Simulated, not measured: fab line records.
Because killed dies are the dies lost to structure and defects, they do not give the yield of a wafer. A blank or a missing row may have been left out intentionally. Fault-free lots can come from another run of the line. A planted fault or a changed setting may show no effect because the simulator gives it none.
Which tool did it? / flow sky130 / 24 lots, 72 wafers sampled, at 6 steps of a route of 708

## WHAT THE GAUGES SHOWED, per wafer
SKY_METAL2_THK_MEAS_06: measures by xrf.
lot=L074; measured=day 34 01:56; on=film metro-03; METAL2_ALCU_THK (nm)=251.1 253.1 251.3
lot=L075; measured=day 34 23:15; on=film metro-03; METAL2_ALCU_THK (nm)=253.3 251.1 252.0
lot=L076; measured=day 35 03:15; on=film metro-04; METAL2_ALCU_THK (nm)=250.8 249.7 248.3
lot=L077; measured=day 35 18:02; on=film metro-03; METAL2_ALCU_THK (nm)=250.8 250.3 250.7
lot=L079; measured=day 35 22:41; on=film metro-03; METAL2_ALCU_THK (nm)=255.2 253.7 252.2
lot=L078; measured=day 36 02:41; on=film metro-03; METAL2_ALCU_THK (nm)=248.7 248.7 252.1
lot=L080; measured=day 36 12:46; on=film metro-03; METAL2_ALCU_THK (nm)=251.1 252.3 252.5
lot=L081; measured=day 36 23:09; on=film metro-01; METAL2_ALCU_THK (nm)=249.5 250.1 247.8
lot=L082; measured=day 37 00:36; on=film metro-04; METAL2_ALCU_THK (nm)=247.5 247.9 247.2
lot=L083; measured=day 37 16:19; on=film metro-04; METAL2_ALCU_THK (nm)=248.5 248.1 248.6
lot=L085; measured=day 38 00:33; on=film metro-03; METAL2_ALCU_THK (nm)=248.3 246.5 245.5
lot=L084; measured=day 38 01:44; on=film metro-03; METAL2_ALCU_THK (nm)=252.9 251.7 251.2
lot=L086; measured=day 38 06:14; on=film metro-04; METAL2_ALCU_THK (nm)=253.9 250.5 249.4
lot=L087; measured=day 39 03:00; on=film metro-04; METAL2_ALCU_THK (nm)=250.2 244.3 249.2
lot=L088; measured=day 39 11:24; on=film metro-01; METAL2_ALCU_THK (nm)=250.5 246.5 247.9
lot=L089; measured=day 39 23:31; on=film metro-03; METAL2_ALCU_THK (nm)=248.8 249.7 250.3
lot=L090; measured=day 40 04:17; on=film metro-03; METAL2_ALCU_THK (nm)=245.1 249.0 250.0
lot=L091; measured=day 40 18:08; on=film metro-04; METAL2_ALCU_THK (nm)=250.9 251.4 250.2
lot=L092; measured=day 40 23:47; on=film metro-04; METAL2_ALCU_THK (nm)=251.0 251.4 251.7
lot=L093; measured=day 41 05:34; on=film metro-04; METAL2_ALCU_THK (nm)=254.3 253.6 252.4
lot=L094; measured=day 41 07:43; on=film metro-04; METAL2_ALCU_THK (nm)=249.3 247.2 249.3
lot=L096; measured=day 41 11:02; on=film metro-04; METAL2_ALCU_THK (nm)=250.6 248.3 248.7
lot=L095; measured=day 41 14:25; on=film metro-01; METAL2_ALCU_THK (nm)=250.2 249.3 251.4
lot=L097; measured=day 41 18:13; on=film metro-04; METAL2_ALCU_THK (nm)=249.2 253.0 251.9

SKY_CAP2M_RS_MEAS_03: a four-point-probe measurement.
lot=L074; measured=day 39 19:56; on=film metro-01; CAP2M_TIN_RS (ohm/sq)=6.88 6.95 6.94
lot=L075; measured=day 40 17:11; on=film metro-01; CAP2M_TIN_RS (ohm/sq)=6.95 6.97 6.99
lot=L076; measured=day 40 17:56; on=film metro-03; CAP2M_TIN_RS (ohm/sq)=6.98 7.00 6.93
lot=L077; measured=day 41 09:58; on=film metro-04; CAP2M_TIN_RS (ohm/sq)=6.87 6.95 6.87
lot=L079; measured=day 41 12:41; on=film metro-01; CAP2M_TIN_RS (ohm/sq)=6.82 6.85 6.84
lot=L078; measured=day 41 17:51; on=film metro-04; CAP2M_TIN_RS (ohm/sq)=6.82 6.88 6.96
lot=L080; measured=day 42 03:14; on=film metro-01; CAP2M_TIN_RS (ohm/sq)=6.87 6.94 6.90
lot=L081; measured=day 42 12:31; on=film metro-03; CAP2M_TIN_RS (ohm/sq)=7.06 6.97 6.95
lot=L082; measured=day 42 13:59; on=film metro-03; CAP2M_TIN_RS (ohm/sq)=6.99 7.02 6.90
lot=L083; measured=day 43 02:41; on=film metro-04; CAP2M_TIN_RS (ohm/sq)=6.94 6.83 6.93
lot=L085; measured=day 43 10:31; on=film metro-04; CAP2M_TIN_RS (ohm/sq)=7.03 6.98 7.01
lot=L084; measured=day 43 12:47; on=film metro-01; CAP2M_TIN_RS (ohm/sq)=6.83 6.78 6.80
lot=L086; measured=day 43 17:29; on=film metro-01; CAP2M_TIN_RS (ohm/sq)=6.87 6.89 6.83
lot=L087; measured=day 44 12:05; on=film metro-04; CAP2M_TIN_RS (ohm/sq)=6.91 6.82 6.93
lot=L088; measured=day 44 17:50; on=film metro-03; CAP2M_TIN_RS (ohm/sq)=6.91 6.87 6.87
lot=L089; measured=day 45 05:20; on=film metro-04; CAP2M_TIN_RS (ohm/sq)=6.94 6.98 6.90
lot=L090; measured=day 45 10:28; on=film metro-04; CAP2M_TIN_RS (ohm/sq)=6.84 6.93 6.91
lot=L091; measured=day 45 21:26; on=film metro-04; CAP2M_TIN_RS (ohm/sq)=7.02 6.95 6.90
lot=L092; measured=day 46 02:30; on=film metro-01; CAP2M_TIN_RS (ohm/sq)=6.84 6.86 6.80
lot=L093; measured=day 46 09:07; on=film metro-03; CAP2M_TIN_RS (ohm/sq)=6.75 6.79 6.71
lot=L094; measured=day 46 09:55; on=film metro-03; CAP2M_TIN_RS (ohm/sq)=7.01 6.98 6.94
lot=L096; measured=day 46 13:29; on=film metro-01; CAP2M_TIN_RS (ohm/sq)=6.79 6.75 6.81
lot=L095; measured=day 46 15:46; on=film metro-04; CAP2M_TIN_RS (ohm/sq)=7.05 6.99 7.03
lot=L097; measured=day 46 18:05; on=film metro-04; CAP2M_TIN_RS (ohm/sq)=6.95 6.88 6.93

SKY_VIA4_BOW_MEAS_03.
lot=L074; measured=day 41 23:22; on=film metro-02; VIA4_BOW (um)=89 86 85
lot=L075; measured=day 42 19:54; on=film metro-03; VIA4_BOW (um)=80 79 66
lot=L076; measured=day 42 20:13; on=film metro-03; VIA4_BOW (um)=89 97 95
lot=L077; measured=day 43 12:09; on=film metro-03; VIA4_BOW (um)=62 69 90
lot=L079; measured=day 43 14:58; on=film metro-03; VIA4_BOW (um)=68 79 73
lot=L078; measured=day 43 18:53; on=film metro-02; VIA4_BOW (um)=82 81 86
lot=L080; measured=day 44 03:19; on=film metro-02; VIA4_BOW (um)=78 72 72
lot=L081; measured=day 44 12:30; on=film metro-02; VIA4_BOW (um)=83 83 89
lot=L082; measured=day 44 14:26; on=film metro-01; VIA4_BOW (um)=89 96 80
lot=L083; measured=day 45 02:14; on=film metro-02; VIA4_BOW (um)=68 69 66
lot=L085; measured=day 45 09:16; on=film metro-03; VIA4_BOW (um)=78 66 99
lot=L084; measured=day 45 11:37; on=film metro-03; VIA4_BOW (um)=63 77 83
lot=L086; measured=day 45 15:51; on=film metro-02; VIA4_BOW (um)=84 73 85
lot=L087; measured=day 46 09:15; on=film metro-01; VIA4_BOW (um)=90 87 92
lot=L088; measured=day 46 14:52; on=film metro-02; VIA4_BOW (um)=75 78 73
lot=L089; measured=day 47 01:08; on=film metro-03; VIA4_BOW (um)=86 88 69
lot=L090; measured=day 47 05:47; on=film metro-02; VIA4_BOW (um)=72 91 66
lot=L091; measured=day 47 17:23; on=film metro-01; VIA4_BOW (um)=82 78 88
lot=L092; measured=day 47 20:59; on=film metro-01; VIA4_BOW (um)=94 93 81
lot=L093; measured=day 48 03:44; on=film metro-02; VIA4_BOW (um)=68 86 79
lot=L094; measured=day 48 05:07; on=film metro-03; VIA4_BOW (um)=73 73 77
lot=L096; measured=day 48 08:08; on=film metro-03; VIA4_BOW (um)=88 84 83
lot=L095; measured=day 48 09:57; on=film metro-03; VIA4_BOW (um)=82 74 82
lot=L097; measured=day 48 12:23; on=film metro-02; VIA4_BOW (um)=95 76 81

## WHICH TOOL RAN EACH LOT (tool, then ch and the chambers of the sampled wafers, then the start)
lot=L074; SKY_METAL3_SPUTTER_03=pvd sputter-01, day 36 10:32; SKY_METAL3_METAL_ETCH_18=rie metal-01 ch 0,1, day 38 15:08; SKY_CAP2M_SPUTTER_02=pvd sputter-02, day 39 19:49
lot=L075; SKY_METAL3_SPUTTER_03=pvd sputter-02, day 37 07:01; SKY_METAL3_METAL_ETCH_18=rie metal-01 ch 0,1, day 39 13:02; SKY_CAP2M_SPUTTER_02=pvd sputter-04, day 40 17:05
lot=L076; SKY_METAL3_SPUTTER_03=pvd sputter-01, day 37 10:42; SKY_METAL3_METAL_ETCH_18=rie metal-01 ch 0,1, day 39 14:04; SKY_CAP2M_SPUTTER_02=pvd sputter-02, day 40 17:50
lot=L077; SKY_METAL3_SPUTTER_03=pvd sputter-04, day 38 01:56; SKY_METAL3_METAL_ETCH_18=rie metal-01 ch 0,1, day 40 05:38; SKY_CAP2M_SPUTTER_02=pvd sputter-01, day 41 09:49
lot=L079; SKY_METAL3_SPUTTER_03=pvd sputter-04, day 38 04:58; SKY_METAL3_METAL_ETCH_18=rie metal-04 ch 0,1, day 40 08:31; SKY_CAP2M_SPUTTER_02=pvd sputter-02, day 41 12:35
lot=L078; SKY_METAL3_SPUTTER_03=pvd sputter-01, day 38 09:21; SKY_METAL3_METAL_ETCH_18=rie metal-02 ch 0,1, day 40 13:56; SKY_CAP2M_SPUTTER_02=pvd sputter-04, day 41 17:42
lot=L080; SKY_METAL3_SPUTTER_03=pvd sputter-01, day 38 19:19; SKY_METAL3_METAL_ETCH_18=rie metal-02 ch 0,1, day 40 22:35; SKY_CAP2M_SPUTTER_02=pvd sputter-02, day 42 03:07
lot=L081; SKY_METAL3_SPUTTER_03=pvd sputter-02, day 39 05:41; SKY_METAL3_METAL_ETCH_18=rie metal-02 ch 0,1, day 41 08:44; SKY_CAP2M_SPUTTER_02=pvd sputter-01, day 42 12:22
lot=L082; SKY_METAL3_SPUTTER_03=pvd sputter-01, day 39 07:13; SKY_METAL3_METAL_ETCH_18=rie metal-01 ch 1, day 41 10:26; SKY_CAP2M_SPUTTER_02=pvd sputter-01, day 42 13:51
lot=L083; SKY_METAL3_SPUTTER_03=pvd sputter-02, day 39 21:22; SKY_METAL3_METAL_ETCH_18=rie metal-02 ch 0,1, day 41 23:49; SKY_CAP2M_SPUTTER_02=pvd sputter-02, day 43 02:34
lot=L085; SKY_METAL3_SPUTTER_03=pvd sputter-01, day 40 06:07; SKY_METAL3_METAL_ETCH_18=rie metal-04 ch 0,1, day 42 07:59; SKY_CAP2M_SPUTTER_02=pvd sputter-01, day 43 10:25
lot=L084; SKY_METAL3_SPUTTER_03=pvd sputter-01, day 40 07:55; SKY_METAL3_METAL_ETCH_18=rie metal-02 ch 0,1, day 42 09:44; SKY_CAP2M_SPUTTER_02=pvd sputter-04, day 43 12:39
lot=L086; SKY_METAL3_SPUTTER_03=pvd sputter-02, day 40 11:32; SKY_METAL3_METAL_ETCH_18=rie metal-02 ch 0,1, day 42 14:20; SKY_CAP2M_SPUTTER_02=pvd sputter-04, day 43 17:23
lot=L087; SKY_METAL3_SPUTTER_03=pvd sputter-01, day 41 08:50; SKY_METAL3_METAL_ETCH_18=rie metal-04 ch 0,1, day 43 10:11; SKY_CAP2M_SPUTTER_02=pvd sputter-04, day 44 11:59
lot=L088; SKY_METAL3_SPUTTER_03=pvd sputter-01, day 41 16:15; SKY_METAL3_METAL_ETCH_18=rie metal-02 ch 0,1, day 43 16:20; SKY_CAP2M_SPUTTER_02=pvd sputter-01, day 44 17:41
lot=L089; SKY_METAL3_SPUTTER_03=pvd sputter-01, day 42 03:56; SKY_METAL3_METAL_ETCH_18=rie metal-02 ch 0,1, day 44 03:40; SKY_CAP2M_SPUTTER_02=pvd sputter-02, day 45 05:14
lot=L090; SKY_METAL3_SPUTTER_03=pvd sputter-04, day 42 08:36; SKY_METAL3_METAL_ETCH_18=rie metal-02 ch 0, day 44 08:14; SKY_CAP2M_SPUTTER_02=pvd sputter-02, day 45 10:20
lot=L091; SKY_METAL3_SPUTTER_03=pvd sputter-02, day 42 21:57; SKY_METAL3_METAL_ETCH_18=rie metal-01 ch 0,1, day 44 20:44; SKY_CAP2M_SPUTTER_02=pvd sputter-04, day 45 21:20
lot=L092; SKY_METAL3_SPUTTER_03=pvd sputter-01, day 43 02:44; SKY_METAL3_METAL_ETCH_18=rie metal-04 ch 0,1, day 45 01:37; SKY_CAP2M_SPUTTER_02=pvd sputter-02, day 46 02:23
lot=L093; SKY_METAL3_SPUTTER_03=pvd sputter-01, day 43 08:39; SKY_METAL3_METAL_ETCH_18=rie metal-02 ch 0,1, day 45 07:31; SKY_CAP2M_SPUTTER_02=pvd sputter-02, day 46 09:01
lot=L094; SKY_METAL3_SPUTTER_03=pvd sputter-04, day 43 11:00; SKY_METAL3_METAL_ETCH_18=rie metal-04 ch 0,1, day 45 09:14; SKY_CAP2M_SPUTTER_02=pvd sputter-04, day 46 09:47
lot=L096; SKY_METAL3_SPUTTER_03=pvd sputter-02, day 43 14:40; SKY_METAL3_METAL_ETCH_18=rie metal-01 ch 0,1, day 45 12:29; SKY_CAP2M_SPUTTER_02=pvd sputter-02, day 46 13:22
lot=L095; SKY_METAL3_SPUTTER_03=pvd sputter-02, day 43 17:22; SKY_METAL3_METAL_ETCH_18=rie metal-02 ch 0,1, day 45 15:28; SKY_CAP2M_SPUTTER_02=pvd sputter-01, day 46 15:35
lot=L097; SKY_METAL3_SPUTTER_03=pvd sputter-02, day 43 19:31; SKY_METAL3_METAL_ETCH_18=rie metal-04 ch 1, day 45 17:20; SKY_CAP2M_SPUTTER_02=pvd sputter-02, day 46 17:58
- SKY_METAL3_SPUTTER_03: material Ti, target thk 5 nm, time 3.3 s.
- SKY_METAL3_METAL_ETCH_18: etches the open film in Cl2/BCl3, stops on SiO2, target depth 845 nm, time 183.1 s.
- SKY_CAP2M_SPUTTER_02: material TiN, target thk 200 nm, time 166.7 s.

## AS READ BY THE TOOLS THEMSELVES (means over the sampled wafers that have a number; for cases with no such wafer, the mark the record gives instead)
SKY_METAL3_SPUTTER_03.
lot=L074; tool=pvd sputter-01; throttle valve pct (%)=30.2
lot=L075; tool=pvd sputter-02; throttle valve pct (%)=29.5
lot=L076; tool=pvd sputter-01; throttle valve pct (%)=29.8
lot=L077; tool=pvd sputter-04; throttle valve pct (%)=30.4
lot=L079; tool=pvd sputter-04; throttle valve pct (%)=29.9
lot=L078; tool=pvd sputter-01; throttle valve pct (%)=30.4
lot=L080; tool=pvd sputter-01; throttle valve pct (%)=29.8
lot=L081; tool=pvd sputter-02; throttle valve pct (%)=30.2
lot=L082; tool=pvd sputter-01; throttle valve pct (%)=30.0
lot=L083; tool=pvd sputter-02; throttle valve pct (%)=30.2
lot=L085; tool=pvd sputter-01; throttle valve pct (%)=29.8
lot=L084; tool=pvd sputter-01; throttle valve pct (%)=30.3
lot=L086; tool=pvd sputter-02; throttle valve pct (%)=29.5
lot=L087; tool=pvd sputter-01; throttle valve pct (%)=29.7
lot=L088; tool=pvd sputter-01; throttle valve pct (%)=29.1
lot=L089; tool=pvd sputter-01; throttle valve pct (%)=29.8
lot=L090; tool=pvd sputter-04; throttle valve pct (%)=30.2
lot=L091; tool=pvd sputter-02; throttle valve pct (%)=29.5
lot=L092; tool=pvd sputter-01; throttle valve pct (%)=29.8
lot=L093; tool=pvd sputter-01; throttle valve pct (%)=29.3
lot=L094; tool=pvd sputter-04; throttle valve pct (%)=30.2
lot=L096; tool=pvd sputter-02; throttle valve pct (%)=29.3
lot=L095; tool=pvd sputter-02; throttle valve pct (%)=30.3
lot=L097; tool=pvd sputter-02; throttle valve pct (%)=30.4

SKY_METAL3_METAL_ETCH_18.
lot=L074; tool=rie metal-01; drypump motor current A (A)=5.4; mfc cl2 sccm (sccm)=60.01; oes product au (a.u.)=0.873; throttle valve pct (%)=22.266
lot=L075; tool=rie metal-01; drypump motor current A (A)=5.4; mfc cl2 sccm (sccm)=59.98; oes product au (a.u.)=0.874; throttle valve pct (%)=22.267
lot=L076; tool=rie metal-01; drypump motor current A (A)=5.8; mfc cl2 sccm (sccm)=59.95; oes product au (a.u.)=0.865; throttle valve pct (%)=22.260
lot=L077; tool=rie metal-01; drypump motor current A (A)=5.8; mfc cl2 sccm (sccm)=59.74; oes product au (a.u.)=0.859; throttle valve pct (%)=22.270
lot=L079; tool=rie metal-04; drypump motor current A (A)=5.5; mfc cl2 sccm (sccm)=60.10; oes product au (a.u.)=0.868; throttle valve pct (%)=22.269
lot=L078; tool=rie metal-02; drypump motor current A (A)=5.8; mfc cl2 sccm (sccm)=59.94; oes product au (a.u.)=0.870; throttle valve pct (%)=22.270
lot=L080; tool=rie metal-02; drypump motor current A (A)=5.8; mfc cl2 sccm (sccm)=59.88; oes product au (a.u.)=0.867; throttle valve pct (%)=22.257
lot=L081; tool=rie metal-02; drypump motor current A (A)=5.8; mfc cl2 sccm (sccm)=59.88; oes product au (a.u.)=0.866; throttle valve pct (%)=22.270
lot=L082; tool=rie metal-01; drypump motor current A (A)=6.1; mfc cl2 sccm (sccm)=60.31; oes product au (a.u.)=0.863; throttle valve pct (%)=22.260
lot=L083; tool=rie metal-02; drypump motor current A (A)=5.8; mfc cl2 sccm (sccm)=59.87; oes product au (a.u.)=0.865; throttle valve pct (%)=22.262
lot=L085; tool=rie metal-04; drypump motor current A (A)=5.1; mfc cl2 sccm (sccm)=59.96; oes product au (a.u.)=0.869; throttle valve pct (%)=22.262
lot=L084; tool=rie metal-02; drypump motor current A (A)=5.5; mfc cl2 sccm (sccm)=59.98; oes product au (a.u.)=0.868; throttle valve pct (%)=22.266
lot=L086; tool=rie metal-02; drypump motor current A (A)=5.8; mfc cl2 sccm (sccm)=59.85; oes product au (a.u.)=0.859; throttle valve pct (%)=22.269
lot=L087; tool=rie metal-04; drypump motor current A (A)=5.5; mfc cl2 sccm (sccm)=60.04; oes product au (a.u.)=0.871; throttle valve pct (%)=22.269
lot=L088; tool=rie metal-02; drypump motor current A (A)=5.5; mfc cl2 sccm (sccm)=59.90; oes product au (a.u.)=0.875; throttle valve pct (%)=22.260
lot=L089; tool=rie metal-02; drypump motor current A (A)=5.5; mfc cl2 sccm (sccm)=60.08; oes product au (a.u.)=0.866; throttle valve pct (%)=22.259
lot=L090; tool=rie metal-02; drypump motor current A (A)=6.0; mfc cl2 sccm (sccm)=59.97; oes product au (a.u.)=0.865; throttle valve pct (%)=22.257
lot=L091; tool=rie metal-01; drypump motor current A (A)=5.5; mfc cl2 sccm (sccm)=60.06; oes product au (a.u.)=0.864; throttle valve pct (%)=22.258
lot=L092; tool=rie metal-04; drypump motor current A (A)=5.1; mfc cl2 sccm (sccm)=60.02; oes product au (a.u.)=0.869; throttle valve pct (%)=22.264
lot=L093; tool=rie metal-02; drypump motor current A (A)=5.5; mfc cl2 sccm (sccm)=60.23; oes product au (a.u.)=0.865; throttle valve pct (%)=22.266
lot=L094; tool=rie metal-04; drypump motor current A (A)=5.4; mfc cl2 sccm (sccm)=60.12; oes product au (a.u.)=0.866; throttle valve pct (%)=22.259
lot=L096; tool=rie metal-01; drypump motor current A (A)=5.8; mfc cl2 sccm (sccm)=60.27; oes product au (a.u.)=0.860; throttle valve pct (%)=22.262
lot=L095; tool=rie metal-02; drypump motor current A (A)=5.5; mfc cl2 sccm (sccm)=59.92; oes product au (a.u.)=0.870; throttle valve pct (%)=22.271
lot=L097; tool=rie metal-04; drypump motor current A (A)=4.7; mfc cl2 sccm (sccm)=59.80; oes product au (a.u.)=0.865; throttle valve pct (%)=22.259

SKY_CAP2M_SPUTTER_02.
lot=L074; tool=pvd sputter-02; throttle valve pct (%)=29.7
lot=L075; tool=pvd sputter-04; throttle valve pct (%)=30.2
lot=L076; tool=pvd sputter-02; throttle valve pct (%)=30.3
lot=L077; tool=pvd sputter-01; throttle valve pct (%)=30.4
lot=L079; tool=pvd sputter-02; throttle valve pct (%)=30.3
lot=L078; tool=pvd sputter-04; throttle valve pct (%)=30.4
lot=L080; tool=pvd sputter-02; throttle valve pct (%)=30.4
lot=L081; tool=pvd sputter-01; throttle valve pct (%)=30.6
lot=L082; tool=pvd sputter-01; throttle valve pct (%)=30.1
lot=L083; tool=pvd sputter-02; throttle valve pct (%)=30.4
lot=L085; tool=pvd sputter-01; throttle valve pct (%)=29.7
lot=L084; tool=pvd sputter-04; throttle valve pct (%)=29.9
lot=L086; tool=pvd sputter-04; throttle valve pct (%)=30.8
lot=L087; tool=pvd sputter-04; throttle valve pct (%)=30.0
lot=L088; tool=pvd sputter-01; throttle valve pct (%)=30.1
lot=L089; tool=pvd sputter-02; throttle valve pct (%)=30.3
lot=L090; tool=pvd sputter-02; throttle valve pct (%)=30.3
lot=L091; tool=pvd sputter-04; throttle valve pct (%)=30.1
lot=L092; tool=pvd sputter-02; throttle valve pct (%)=29.7
lot=L093; tool=pvd sputter-02; throttle valve pct (%)=29.7
lot=L094; tool=pvd sputter-04; throttle valve pct (%)=30.4
lot=L096; tool=pvd sputter-02; throttle valve pct (%)=28.7
lot=L095; tool=pvd sputter-01; throttle valve pct (%)=29.9
lot=L097; tool=pvd sputter-02; throttle valve pct (%)=29.3

## THE ANSWER, worked out from the rows above alone
Rule: the usual values come from the lots themselves. Put in order of their means at a reading, lots are off if they are a third of the lots or fewer, leave a main group of 4 or more, and stand apart from it by a gap of 3 or more times the standard deviation of the main group's means; of several such gaps the widest counts. Not used: any main group whose means are identical at the precision the tables above print for the reading. Also off: a lot with no number at a reading for which 4 or more lots have one. The other lots that the step has rows for count as sound. First the gauges in route order, then the tools' own readings, where a lot's mean is used as printed above. At the first step where some lot is off, the reading lying furthest off is the one used; lots without a number count as furthest.
No lot is off at any reading shown: from this, nothing can be told.

## WHAT HAD BEEN PUT IN BY THE SIMULATOR
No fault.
